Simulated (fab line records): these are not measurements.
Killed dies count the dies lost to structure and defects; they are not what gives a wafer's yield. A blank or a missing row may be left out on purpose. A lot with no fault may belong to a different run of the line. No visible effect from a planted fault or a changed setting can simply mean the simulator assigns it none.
Split-lot experiment -- flow sfq_line -- 5 lots, 23 wafers read, on a route of 325 steps

== ABOUT THE SPLIT ==
At SFQ_TRILAYER_I6_VIA_LITHO_PEB_172 (peb time 60 s), the setting peb_temp_c was moved away from the recipe's 115 C on 9 of the 23 wafers read, by -2.6% to +2.3%. For the rest of the wafers, this setting stayed at what the recipe calls for.

== FROM THE SPLIT TO THE READING: what the file shows between them, 1 step ==
- SFQ_TRILAYER_I6_VIA_LITHO_DEVELOP_171: time 60 s

== THE READING ==
I6.cd_nm (the simulator's own value, which no gauge read), in nm, at SFQ_TRILAYER_I6_VIA_BARC_OPEN_VIA_ETCH_235 (etches BARC in O2, target depth 125 nm, time 41.7 s). No usual value for it is given in the file. The 14 wafers here that ran the recipe average 700.1 nm, standard deviation 1.2 nm.

wafer,"tool, chamber at the split","peb_temp_c as run, C",against the recipe,"I6.cd_nm, nm",against lot-mates on the recipe
L078.2,"litho_track-04, 0",112,-2.6%,637.7,-62.8
L078.3,"litho_track-04, 0",112,-2.6%,638,-62.5
L078.4,"litho_track-04, 0",115,recipe,700.5,-
L078.5,"litho_track-04, 0",115,recipe,700.3,-
L078.6,"litho_track-04, 0",115,recipe,700.6,-
L079.1,"litho_track-04, 0",115,recipe,700.8,-
L079.2,"litho_track-04, 0",115,recipe,700.6,-
L079.3,"litho_track-04, 0",115,recipe,699,-
L081.1,"litho_track-04, 0",115,recipe,701.5,-
L081.2,"litho_track-04, 0",116.9,+1.7%,731.1,+30.2
L081.4,"litho_track-04, 0",116.9,+1.7%,731.9,+31.0
L081.5,"litho_track-04, 0",115,recipe,699.9,-
L081.6,"litho_track-04, 0",115,recipe,701.3,-
L083.1,"litho_track-01, 0",116.5,+1.3%,726.2,+27.6
L083.3,"litho_track-01, 0",115,recipe,698.1,-
L083.6,"litho_track-01, 0",115,recipe,698.1,-
L083.4,"litho_track-01, 0",116.5,+1.3%,725.6,+27.0
L083.5,"litho_track-01, 0",115,recipe,699.7,-
L084.1,"litho_track-02, 0",115,recipe,702.5,-
L084.2,"litho_track-02, 0",117.7,+2.3%,745.3,+44.5
L084.3,"litho_track-02, 0",115,recipe,699.1,-
L084.5,"litho_track-02, 0",117.7,+2.3%,746.7,+45.9
L084.6,"litho_track-02, 0",117.7,+2.3%,746.3,+45.5

THE FIT
A straight line over all 23 wafers: I6.cd_nm changes by +21.3 nm for each +1% of peb_temp_c; r = +1.00; the points scatter about the line by 2.6 nm.
The same after taking each lot's own level away (the mean of its wafers on the recipe; 23 wafers): +21.3 nm for each +1%; r = +1.00; scatter 2.7 nm.
On that fit, the largest move of peb_temp_c shifts the reading by 56 nm.
Across the lots, their own levels run from 698.63 to 700.90 nm, a range of 1.9 times the standard deviation given above.
Hence the lot-to-lot level has little effect on the slope; both slopes agree.
Check: for one of the wafers moved furthest among these (-2.6%), held out of the fit, the line's prediction against its lot-mates is -55.1 nm. Against them it came out at -62.8 nm.

== FURTHER SPLITS ON THESE WAFERS ==
Note: prior to the reading, these wafers also went through further splits. Each is held against what the fit with the lots' levels taken away leaves over:
other split on the same wafers,wafers away from the commonest value,r with I6.cd_nm (lot level and that fit taken away)
SFQ_TRILAYER_C5_LITHO_PEB_154 peb_temp_c,7,+0.16
SFQ_TRILAYER_M6_DEP_SPUTTER_157 time_s,12,+0.18
SFQ_TRILAYER_M6_LITHO_COAT_159 resist_thk_nm,11,+0.16
SFQ_TRILAYER_M6_LITHO_PEB_162 peb_temp_c,7,+0.10
SFQ_TRILAYER_I6_VIA_LITHO_COAT_174 spin_rpm,8,-0.20

== FILE'S OWN FIT ==
I6.cd_nm changes by +21.2 nm for each +1% of peb_temp_c, r = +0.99.
